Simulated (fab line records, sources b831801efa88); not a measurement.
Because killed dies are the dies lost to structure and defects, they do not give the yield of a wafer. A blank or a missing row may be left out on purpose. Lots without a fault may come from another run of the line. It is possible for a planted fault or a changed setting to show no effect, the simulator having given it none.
fab line records | flow sfqLine
record: lots: 6 wafers: 18 lastDay: 86
route steps=325 shown M6@255 I6@266 M7@281 I7@296 M8@325
lots that met no fault: taken from a fault-free run of the same line
startH: start of the lot's first displayed wafer, in hours after the record's first day | waitH: how many hours have passed since the lot's step before this one | " the same as in the row above | L1.1+2: one row covering several wafers at once | - no value, or no start was given | * or withheld: withheld | < > ~ a bound
route shown NAME@n: NAME is a module with steps in the file, n the number in the route of the first one | usual: mean and standard deviation over wafers with no fault | same: alike in all rows | chamber/n: place in a boat | sites: each site's reading | _std_site: the standard deviation of these | _edge_site: mean of outer sites minus mean of inner sites | radiusMm: how far each site lies from the wafer's centre | mask NAME#n: copy n | behind: the last tool/chamber to shape the wafer | hold: cause of the lot's hold/its duration in hours/its outcome | device: names the non-switching transistor (n, p or np) | end of line: tests of these same wafers at the route's end | a step given without rows: its recipe and nothing more | killed: the dies lost at the first sort to structure and to defects; this is not the yield of the wafer | map: a wafer's dies, x killed, . not, _ none there
set.NAME: the setting as run; set.NAME@STEP: as run at that earlier step | model.NAME: the simulator's own value behind a step, which no gauge read
lots at selected steps of the route; one table per step, one row per wafer
services: when a tool's chamber went out of use (startH, in hours from the record's first day, below 0 if earlier), for how many hours, and the reason
== steps ==
step: SFQ_TRILAYER_M6_LITHO_COAT_164
recipe: resist: BARC spinRpm: 3000 resistThkNm: 62
step: SFQ_TRILAYER_M6_LITHO_COAT_159
recipe: resist: KrF spinRpm: 3000 resistThkNm: 600
step: SFQ_TRILAYER_M6_LITHO_SOFTBAKE_163
recipe: tempC: withheld timeS: withheld resist: KrF
step: SFQ_TRILAYER_M6_LITHO_EXPOSE_160
recipe: maskId: M6 na: 0.6 sourceShape: conventional sigmaOuter: 0.65 targetCdNm: 500 doseMj: 14.4
step: SFQ_TRILAYER_M6_LITHO_PEB_162
recipe: pebTempC: 115 pebTimeS: 60 resist: KrF
step: SFQ_TRILAYER_M6_LITHO_DEVELOP_161
recipe: timeS: 60 resist: KrF
step: SFQ_M6_OVL_MEAS_940
usual: M6_OVL: 5/5.5
columns lot.wafer tool chamber startH waitH M6_OVL[nm]
L159.1 overlay-01 - 1703.52 0.1 -2
L159.2 " - " " 5
L159.3 " - " " -3
L170.1 overlay-01 - 1790.27 0.1 1
L170.3 " - " " 0
L170.4 " - " " 2
L172.2 overlay-01 - 1809.39 0.1 -2
L172.3 " - " " 8
L172.4 " - " " 2
L173.1 overlay-01 - 1811.78 0.1 4
L173.2 " - " " 9
L173.5 " - " " -2
L178.1 overlay-02 - 1838.30 0.1 7
L178.2 " - " " 10
L178.5 " - " " 14
L180.1 overlay-01 - 1846.70 0.1 10
L180.4 " - " " 6
L180.6 " - " " 6
step: SFQ_TRILAYER_M6_BARC_OPEN_METAL_ETCH_206
recipe: maskMaterial: PR chemistry: O2 targetDepthNm: 125 target: BARC icpW: 600 biasW: 80 pressureMtorr: 10 timeS: 41.7
usual: drypumpMotorCurrentA: 5.7/0.36 oesProductAu: 0.685/0.0045
columns lot.wafer tool chamber startH waitH drypumpMotorCurrentA oesProductAu rfHoursCounterH
L159.1 rieMetal-04 1 1703.56 0.0 5.7 0.681 56
L159.2 " 0 " " 5.6 0.686 71
L159.3 " 0 " " 5.6 0.685 -
L170.1 rieMetal-03 1 1790.31 0.0 4.8 0.689 1
L170.3 " 0 " " 6.2 0.689 -
L170.4 " 1 " " 4.8 0.679 -
L172.2 rieMetal-04 1 1809.42 0.0 5.7 0.681 68
L172.3 " 0 " " 5.6 0.690 -
L172.4 " 1 " " 5.7 0.677 -
L173.1 rieMetal-04 1 1811.82 0.0 5.7 0.686 68
L173.2 " 0 " " 5.6 0.690 84
L173.5 " 0 " " 5.6 0.691 -
L178.1 rieMetal-04 1 1838.33 0.0 5.6 0.680 73
L178.2 " 0 " " 5.6 0.684 88
L178.5 " 1 " " 5.7 0.684 -
L180.1 rieMetal-02 1 1846.73 0.0 5.8 0.688 12
L180.4 " 1 " " 5.8 0.677 -
L180.6 " 0 " " 5.6 0.684 -
step: SFQ_TRILAYER_M6_ETCH_METAL_ETCH_162
recipe: target: Nb stopOn: SiO2 maskMaterial: PR chemistry: Cl2/Ar targetDepthNm: 240 icpW: 600 biasW: 80 pressureMtorr: 10 timeS: 120
usual: drypumpMotorCurrentA: 5.7/0.36 oesProductAu: 0.894/0.0068
columns lot.wafer tool chamber startH waitH drypumpMotorCurrentA oesProductAu rfHoursCounterH
L159.1 rieMetal-04 1 1703.62 0.0 5.7 0.902 56
L159.2 " 0 " " 5.6 0.891 71
L159.3 " 0 " " 5.6 0.897 -
L170.1 rieMetal-03 1 1790.37 0.0 4.8 0.906 1
L170.3 " 0 " " 6.1 0.899 -
L170.4 " 1 " " 4.8 0.895 -
L172.2 rieMetal-04 1 1809.48 0.0 5.7 0.895 68
L172.3 " 0 " " 5.6 0.891 -
L172.4 " 1 " " 5.6 0.894 -
L173.1 rieMetal-04 1 1811.88 0.0 5.7 0.885 68
L173.2 " 0 " " 5.6 0.883 84
L173.5 " 0 " " 5.5 0.894 -
L178.1 rieMetal-04 1 1838.39 0.0 5.7 0.894 73
L178.2 " 0 " " 5.6 0.892 88
L178.5 " 1 " " 5.7 0.882 -
L180.1 rieMetal-02 1 1846.79 0.0 5.8 0.901 12
L180.4 " 1 " " 5.8 0.908 -
L180.6 " 0 " " 5.6 0.894 -
step: SFQ_TRILAYER_M6_STRIP_STRIP_163
recipe: gas: O2 powerW: 200 platenTempC: 40 overashFraction: 0.65 chemistry: O2 pressureMtorr: 50
step: SFQ_TRILAYER_M6_STRIP_SOLV_CLEAN_164
recipe: chemistry: NMP tempC: 70 timeS: 600
step: SFQ_TRILAYER_I6_DEP_PECVD_165
recipe: material: SiO2 tempC: 150 timeS: 111.11 pressureTorr: 2.4 rfW: 183.3 precursor: SiH4/N2O targetThkNm: 500
step: SFQ_TRILAYER_I6_CMP_CMP_166
recipe: material: SiO2 downForcePsi: 3 platenRpm: 60 padVelocityMS: 0.94248
usual: motorCurrentA: 9.8/0.99 timeToEndpointS: 216/6.7
columns lot.wafer tool chamber startH waitH motorCurrentA timeToEndpointS model.SiO2_of_TRILAYER_I6_DEP_PECVD_165.thkNm
L159.1 cmp-01 3 1720.31 15.7 10.4 208 198.2
L159.3 " 1 1721.31 16.7 8.5 209 197.6
L159.2 " 2 " " 9.2 216 198.2
L170.4 cmp-01 3 1815.98 24.6 9.9 276 303.3
L170.3 " 0 " " 9.3 270 301.7
L170.1 " 2 1817.48 26.2 9.5 216 200.3
L172.3 cmp-02 2 1829.11 18.7 11.0 202 200.8
L172.4 " 0 1830.11 19.6 8.6 213 200.1
L172.2 " 1 " " 11.0 219 202.4
L173.2 cmp-01 3 1831.98 19.2 10.0 272 302.4
L173.1 " 0 " " 9.2 207 200.4
L173.5 " 2 1833.48 20.6 9.5 215 200.7
L178.2 cmp-02 2 1847.61 8.3 11.4 209 200.9
L178.1 " 3 " " 10.7 210 201.2
L178.5 " 1 1849.11 9.7 10.8 219 201.2
L180.1 cmp-02 0 1850.11 2.4 9.2 209 201.6
L180.4 " 3 1851.61 3.8 10.3 211 201.1
L180.6 " 0 " " 8.6 220 200.6
step: SFQ_I6_BOW_MEAS_941
recipe: mode: bow
usual: I6_BOW: 8/8.8
columns lot.wafer tool chamber startH waitH I6_BOW[um]
L159.1 filmMetro-03 - 1723.31 2.5 15
L159.2 " - " " 2
L159.3 " - " " 12
L170.1 filmMetro-01 - 1818.98 1.0 28
L170.3 " - " " 32
L170.4 " - " " 13
L172.2 filmMetro-01 - 1832.13 1.0 13
L172.3 " - " " 7
L172.4 " - " " 24
L173.1 filmMetro-03 - 1833.98 1.0 7
L173.2 " - " " 9
L173.5 " - " " 3
L178.1 filmMetro-01 - 1850.11 1.5 18
L178.2 " - " " 25
L178.5 " - " " 23
L180.1 filmMetro-01 - 1853.11 2.5 14
L180.4 " - " " 19
L180.6 " - " " 14
step: SFQ_TRILAYER_I6_METRO_MEASURE_167
usual: thkNm: 200.2/1
columns lot.wafer tool chamber startH waitH thkNm
L159.1 filmMetro-03 - 1723.43 0.1 198.1
L159.2 " - " " 198.1
L159.3 " - " " 197.5
L170.1 filmMetro-01 - 1819.10 0.1 200.3
L170.3 " - " " 301.7
L170.4 " - " " 303.3
L172.2 filmMetro-01 - 1832.43 0.3 202.3
L172.3 " - " " 200.9
L172.4 " - " " 200.1
L173.1 filmMetro-03 - 1834.10 0.1 200.3
L173.2 " - " " 302.3
L173.5 " - " " 200.8
L178.1 filmMetro-01 - 1850.23 0.1 201.1
L178.2 " - " " 201.0
L178.5 " - " " 201.4
L180.1 filmMetro-01 - 1853.23 0.1 201.7
L180.4 " - " " 201.1
L180.6 " - " " 200.6
step: SFQ_TRILAYER_I6_VIA_LITHO_COAT_174
recipe: resist: BARC spinRpm: 3000 resistThkNm: 62
step: SFQ_TRILAYER_I6_VIA_LITHO_COAT_169
recipe: resist: KrF spinRpm: 3000 resistThkNm: 650
step: SFQ_TRILAYER_I6_VIA_LITHO_SOFTBAKE_173
recipe: tempC: withheld timeS: withheld resist: KrF
step: SFQ_TRILAYER_I6_VIA_LITHO_EXPOSE_170
recipe: maskId: I6 na: 0.6 sourceShape: conventional sigmaOuter: 0.65 targetCdNm: 700 doseMj: 21.3
step: SFQ_TRILAYER_I6_VIA_LITHO_PEB_172
recipe: pebTempC: 115 pebTimeS: 60 resist: KrF
step: SFQ_TRILAYER_I6_VIA_LITHO_DEVELOP_171
recipe: timeS: 60 resist: KrF
step: SFQ_I6_OVL_MEAS_942
usual: I6_OVL: 2/5
columns lot.wafer tool chamber startH waitH I6_OVL[nm]
L159.1 overlay-01 - 1826.18 0.1 -1
L159.2 " - " " 2
L159.3 " - " " 4
L170.1 overlay-02 - 1904.84 0.1 0
L170.3 " - " " 0
L170.4 " - " " 1
L172.2 overlay-02 - 1922.84 0.1 -3
L172.3 " - " " -5
L172.4 " - " " -3
L173.1 overlay-02 - 1926.44 0.1 5
L173.2 " - " " 11
L173.5 " - " " 7
L178.1 overlay-01 - 1944.61 0.1 -11
L178.2 " - " " -7
L178.5 " - " " -8
L180.1 overlay-01 - 1949.41 0.1 4
L180.4 " - " " 5
L180.6 " - " " 3
step: SFQ_TRILAYER_I6_VIA_BARC_OPEN_VIA_ETCH_235
recipe: maskMaterial: PR chemistry: O2 targetDepthNm: 125 target: BARC sourceW: 500 biasW: 80 pressureMtorr: 30 timeS: 41.7
step: SFQ_TRILAYER_I6_VIA_ETCH_VIA_ETCH_172
recipe: target: SiO2 stopOn: Nb maskMaterial: PR taperDeg: 20 chemistry: CHF3 targetDepthNm: 260 sourceW: 500 biasW: 80 pressureMtorr: 30 timeS: withheld
usual: drypumpMotorCurrentA: 5.7/0.61 oesProductAu: 0.855/0.0051
columns lot.wafer tool chamber startH waitH drypumpMotorCurrentA oesProductAu model.I6.featureDepthNm model.etch.depthNm
L159.1 rieDiel-04 2 1826.26 0.0 5.1 0.851 198.2 198.2
L159.2 " 0 " " 5.1 0.845 198.2 198.2
L159.3 " 3 " " 6.0 0.862 197.6 197.6
L170.1 rieDiel-04 1 1904.91 0.0 4.8 0.857 200.3 200.3
L170.3 " 2 " " 5.2 1.000 260 260
L170.4 " 0 " " 5.1 1.003 257.9 257.9
L172.2 rieDiel-04 0 1922.91 0.0 5.1 0.851 202.4 202.4
L172.3 " 2 " " 5.2 0.849 200.8 200.8
L172.4 " 2 " " 5.1 0.852 200.1 200.1
L173.1 rieDiel-03 3 1926.51 0.0 5.9 0.852 200.4 200.4
L173.2 " 1 " " 6.8 1.005 261 261
L173.5 " 2 " " 6.4 0.860 200.7 200.7
L178.1 rieDiel-01 2 1944.69 0.0 5.8 0.861 201.2 201.2
L178.2 " 0 " " 5.4 0.862 200.9 200.9
L178.5 " 1 " " 5.0 0.854 201.2 201.2
L180.1 rieDiel-03 1 1949.49 0.0 6.8 0.855 201.6 201.6
L180.4 " 2 " " 6.4 0.861 201.1 201.1
L180.6 " 1 " " 6.8 0.845 200.6 200.6
step: SFQ_TRILAYER_I6_VIA_STRIP_STRIP_173
recipe: gas: O2 powerW: 200 platenTempC: 40 overashFraction: 0.65 chemistry: O2 pressureMtorr: 50
usual: drypumpMotorCurrentA: 5.6/0.46 oesProductAu: 1.003/0.0088
columns lot.wafer tool chamber startH waitH drypumpMotorCurrentA oesProductAu rfHoursCounterH
L159.1 rieMetal-03 1 1826.37 - 4.8 0.990 7
L159.2 " 0 " " 6.2 1.005 52
L159.3 " 0 " " 6.1 1.003 -
L170.1 rieMetal-01 1 1905.03 - 6.0 1.003 111
L170.3 " 1 " " 6.0 1.010 -
L170.4 " 0 " " 5.2 0.991 -
L172.2 rieMetal-02 0 1923.03 - 5.6 1.004 97
L172.3 " 1 " " 5.8 1.022 -
L172.4 " 0 " " 5.6 1.003 -
L173.1 rieMetal-03 1 1926.63 - 4.8 0.991 15
L173.2 " 0 " " 6.1 1.011 60
L173.5 " 1 " " 4.8 0.996 -
L178.1 rieMetal-02 1 1944.80 - 5.8 1.013 25
L178.2 " 0 " " 5.6 1.002 101
L178.5 " 1 " " 5.8 1.013 -
L180.1 rieMetal-03 0 1949.60 - 6.2 1.008 64
L180.4 " 1 " " 4.8 1.000 -
L180.6 " 0 " " 6.2 1.009 -
step: SFQ_TRILAYER_I6_VIA_STRIP_SOLV_CLEAN_174
recipe: chemistry: NMP tempC: 70 timeS: 600
step: SFQ_TRILAYER_M7_DEP_PRE_CLEAN_176
recipe: gas: Ar timeS: 22.5 biasV: 250
columns lot.wafer tool chamber startH waitH model.SiO2_of_TRILAYER_I6_DEP_PECVD_165.thkNm
L159.1+2 pvdSputter-04 - 1827.15 0.0 190.7
L159.3 " - " " 190.1
L170.1 pvdSputter-03 - 1905.80 0.0 192.8
L170.3 " - " " 294.2
L170.4 " - " " 295.8
L172.2 pvdSputter-06 - 1923.80 0.0 194.9
L172.3 " - " " 193.3
L172.4 " - " " 192.6
L173.1 pvdSputter-04 - 1927.43 0.0 192.9
L173.2 " - " " 294.9
L173.5 " - " " 193.2
L178.1+5 pvdSputter-03 - 1945.57 0.0 193.7
L178.2 " - " " 193.4
L180.1 pvdSputter-03 - 1950.39 0.0 194.1
L180.4 " - " " 193.6
L180.6 " - " " 193.1
step: SFQ_TRILAYER_M7_DEP_SPUTTER_175
recipe: material: Nb basePressurePa: 1.33e-06 chamberPressurePa: 0.1333 substrateTempC: 20 targetThkNm: 200 powerW: 2000 timeS: 133.3
step: SFQ_M7_RS_MEAS_943
recipe: thkMeasGauge: four-point-probe reads: Nb_of_TRILAYER_M7_DEP_SPUTTER_175
usual: M7_NB_RS: 0.884/0.0098
columns lot.wafer tool chamber startH waitH M7_NB_RS[ohm/sq]
L159.1 filmMetro-02 - 1827.27 0.0 0.901
L159.2 " - " " 0.886
L159.3 " - " " 0.894
L170.1 filmMetro-02 - 1905.92 0.0 0.907
L170.3 " - " " 0.887
L170.4 " - " " 0.888
L172.2 filmMetro-02 - 1923.94 0.1 0.883
L172.3 " - " " 0.884
L172.4 " - " " 0.876
L173.1 filmMetro-02 - 1927.55 0.0 0.869
L173.2 " - " " 0.879
L173.5 " - " " 0.867
L178.1 filmMetro-04 - 1945.69 0.0 0.888
L178.2 " - " " 0.878
L178.5 " - " " 0.894
L180.1 filmMetro-04 - 1950.51 0.0 0.875
L180.4 " - " " 0.874
L180.6 " - " " 0.878
step: SFQ_TRILAYER_M7_LITHO_COAT_182
recipe: resist: BARC spinRpm: 3000 resistThkNm: 62
step: SFQ_TRILAYER_M7_LITHO_COAT_177
recipe: resist: KrF spinRpm: 3000 resistThkNm: 600
step: SFQ_TRILAYER_M7_LITHO_SOFTBAKE_181
recipe: tempC: withheld timeS: withheld resist: KrF
step: SFQ_TRILAYER_M7_LITHO_EXPOSE_178
recipe: maskId: M7 na: 0.6 sourceShape: conventional sigmaOuter: 0.65 targetCdNm: 500 doseMj: 14.4
step: SFQ_TRILAYER_M7_LITHO_PEB_180
recipe: pebTempC: 115 pebTimeS: 60 resist: KrF
step: SFQ_TRILAYER_M7_LITHO_DEVELOP_179
recipe: timeS: 60 resist: KrF
step: SFQ_M7_OVL_MEAS_945
usual: M7_OVL: -2/5.1
columns lot.wafer tool chamber startH waitH M7_OVL[nm]
L159.1 overlay-02 - 1914.44 0.1 -8
L159.2 " - " " -10
L159.3 " - " " -4
L170.1 overlay-01 - 2004.01 0.1 -4
L170.3 " - " " -1
L170.4 " - " " 0
L172.2 overlay-01 - 2016.02 0.1 -8
L172.3 " - " " -11
L172.4 " - " " -9
L173.1 overlay-02 - 2020.36 0.1 -1
L173.2 " - " " 2
L173.5 " - " " 3
L178.1 overlay-02 - 2040.76 0.1 -2
L178.2 " - " " 4
L178.5 " - " " -2
L180.1 overlay-02 - 2045.56 0.1 -1
L180.4 " - " " 4
L180.6 " - " " -2
step: SFQ_TRILAYER_M7_BARC_OPEN_METAL_ETCH_229
recipe: maskMaterial: PR chemistry: O2 targetDepthNm: 125 target: BARC icpW: 600 biasW: 80 pressureMtorr: 10 timeS: 41.7
step: SFQ_TRILAYER_M7_ETCH_METAL_ETCH_180
recipe: target: Nb stopOn: SiO2 maskMaterial: PR chemistry: Cl2/Ar targetDepthNm: 240 icpW: 600 biasW: 80 pressureMtorr: 10 timeS: 120
usual: drypumpMotorCurrentA: 5.66/0.14 oesProductAu: 0.898/0.0078
columns lot.wafer tool chamber startH waitH drypumpMotorCurrentA oesProductAu rfHoursCounterH
L159.1 rieMetal-01 0 1914.53 0.0 5.21 0.881 96
L159.2 " 1 " " 5.97 0.896 112
L159.3 " 0 " " 5.20 0.893 -
L170.1 rieMetal-04 0 2004.11 0.0 5.62 0.878 113
L170.3 " 0 " " 5.59 0.897 -
L170.4 " 1 " " 5.64 0.886 -
L172.2 rieMetal-02 1 2016.11 0.0 5.77 0.907 38
L172.3 " 0 " " 5.58 0.889 -
L172.4 " 1 " " 5.79 0.908 -
L173.1 rieMetal-04 0 2020.46 0.0 5.58 0.909 115
L173.2 " 1 " " 5.66 0.904 99
L173.5 " 1 " " 5.65 0.908 -
L178.1 rieMetal-02 1 2040.86 0.0 5.78 0.895 43
L178.2 " 0 " " 5.61 0.900 119
L178.5 " 1 " " 5.80 0.890 -
L180.1 rieMetal-04 1 2045.68 0.1 5.65 0.911 104
L180.4 " 1 " " 5.68 0.915 -
L180.6 " 0 " " 5.61 0.899 -
step: SFQ_TRILAYER_M7_STRIP_STRIP_181
recipe: gas: O2 powerW: 200 platenTempC: 40 overashFraction: 0.65 chemistry: O2 pressureMtorr: 50
usual: drypumpMotorCurrentA: 5.65/0.14 oesProductAu: 1.005/0.0094
columns lot.wafer tool chamber startH waitH drypumpMotorCurrentA oesProductAu rfHoursCounterH
L159.1 rieMetal-01 0 1914.66 0.1 5.23 0.996 96
L159.2 " 1 " " 5.96 1.002 112
L159.3 " 0 " " 5.22 0.999 -
L170.1 rieMetal-04 0 2004.23 0.1 5.57 0.989 113
L170.3 " 0 " " 5.58 0.982 -
L170.4 " 1 " " 5.66 0.997 -
L172.2 rieMetal-02 1 2016.23 0.1 5.78 1.010 38
L172.3 " 0 " " 5.58 1.009 -
L172.4 " 1 " " 5.75 1.004 -
L173.1 rieMetal-04 0 2020.58 0.1 5.57 0.993 115
L173.2 " 1 " " 5.67 0.999 99
L173.5 " 1 " " 5.64 1.004 -
L178.1 rieMetal-02 1 2040.98 0.1 5.75 1.015 43
L178.2 " 0 " " 5.60 1.006 119
L178.5 " 1 " " 5.78 1.017 -
L180.1 rieMetal-04 1 2045.85 0.1 5.66 1.001 104
L180.4 " 1 " " 5.67 1.002 -
L180.6 " 0 " " 5.59 0.987 -
step: SFQ_TRILAYER_M7_STRIP_SOLV_CLEAN_182
recipe: chemistry: NMP tempC: 70 timeS: 600
step: SFQ_TRILAYER_I7_DEP_PECVD_183
recipe: material: SiO2 tempC: 150 timeS: 111.11 pressureTorr: 2.4 rfW: 183.3 precursor: SiH4/N2O targetThkNm: 500
step: SFQ_M8_BOW_MEAS_951
recipe: mode: bow
usual: M8_BOW: 9/8.9
columns lot.wafer tool chamber startH waitH M8_BOW[um] model.etest.i6.linkOhm
L159.1 filmMetro-04 - 1931.17 0.0 14 1.88
L159.2 " - " " 2 1.868
L159.3 " - " " 11 1.884
L170.1 filmMetro-02 - 2030.64 0.0 29 1.877
L170.3 " - " " 33 1e+06
L170.4 " - " " 14 1e+06
L172.2 filmMetro-03 - 2036.66 0.0 12 1.87
L172.3 " - " " 7 1.877
L172.4 " - " " 21 1.857
L173.1 filmMetro-04 - 2041.44 0.0 6 1.868
L173.2 " - " " 9 1e+06
L173.5 " - " " 1 1.856
L178.1 filmMetro-04 - 2059.64 0.0 21 1.874
L178.2 " - " " 27 1.87
L178.5 " - " " 27 1.879
L180.1 filmMetro-03 - 2069.04 0.0 13 1.853
L180.4 " - " " 16 1.84
L180.6 " - " " 14 1.86
== services ==
columns tool chamber startH hours kind
rieDiel-04 0 1680.13 4.2 repair
rieMetal-03 - 1698.23 0.5 repair
rieMetal-04 - 1700.52 0.2 repair
rieMetal-01 1 1717.00 2.7 repair
rieDiel-04 0 1729.49 3.9 repair
cmp-01 - 1732.21 0.5 repair
cmp-01 - 1741.26 0.3 repair
cmp-01 - 1747.95 7.0 pm
rieMetal-03 0 1749.06 3.4 repair
rieMetal-04 - 1773.90 0.7 repair
cmp-02 - 1782.53 4.0 pm
filmMetro-01 - 1786.44 0.5 pm
pvdSputter-03 - 1787.71 0.9 repair
cmp-02 - 1795.53 6.6 pm
rieMetal-02 0 1802.32 21.4 repair
rieMetal-03 - 1834.82 14.6 pm
filmMetro-01 - 1860.45 0.5 pm
rieMetal-03 - 1892.23 2.8 pm
filmMetro-01 - 1896.46 0.3 pm
filmMetro-01 - 1912.63 0.6 pm
filmMetro-01 - 1915.71 4.9 pm
filmMetro-01 - 1920.61 2.0 pm
rieMetal-03 1 1972.25 12.9 repair
filmMetro-01 - 2031.44 0.6 pm
== key ==
firstSign: step: SFQ_TRILAYER_I6_CMP_CMP_166 reading: timeToEndpointS direction: up sigmas: 8.5 usual: * struck: *
effect: step: SFQ_TRILAYER_I6_METRO_MEASURE_167 reading: thkNm direction: up sigmas: 99+ usual: 200.2 struck: 302.4
effect: step: SFQ_TRILAYER_I6_VIA_ETCH_VIA_ETCH_172 reading: oesProductAu direction: up sigmas: 29 usual: 0.855 struck: 1.003
modelEffect: step: SFQ_TRILAYER_I6_CMP_CMP_166 value: SiO2_of_TRILAYER_I6_DEP_PECVD_165.thkNm without: 199.8 struck: 302.5
modelEffect: step: SFQ_TRILAYER_I6_VIA_ETCH_VIA_ETCH_172 value: I6.featureDepthNm without: 199.8 struck: 259.6
modelEffect: step: SFQ_TRILAYER_M7_DEP_PRE_CLEAN_176 value: SiO2_of_TRILAYER_I6_DEP_PECVD_165.thkNm without: 192.3 struck: 295
modelEffect: step: SFQ_M8_BOW_MEAS_951 value: etest.i6.linkOhm without: 1.874 struck: 1e+06
metAt SFQ_TRILAYER_I6_CMP_CMP_166
struckWafers L170.3,L170.4,L173.2
onsetBetween 1720.31 1815.98
fault: kind: processParameterDrift tool: cmp-01 chamber: - onsetH: 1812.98 steps: SFQ_TRILAYER_I6_CMP_CMP_166 channel: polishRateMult offset: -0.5 shape: step endH: 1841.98 scope: struckWafersOnly
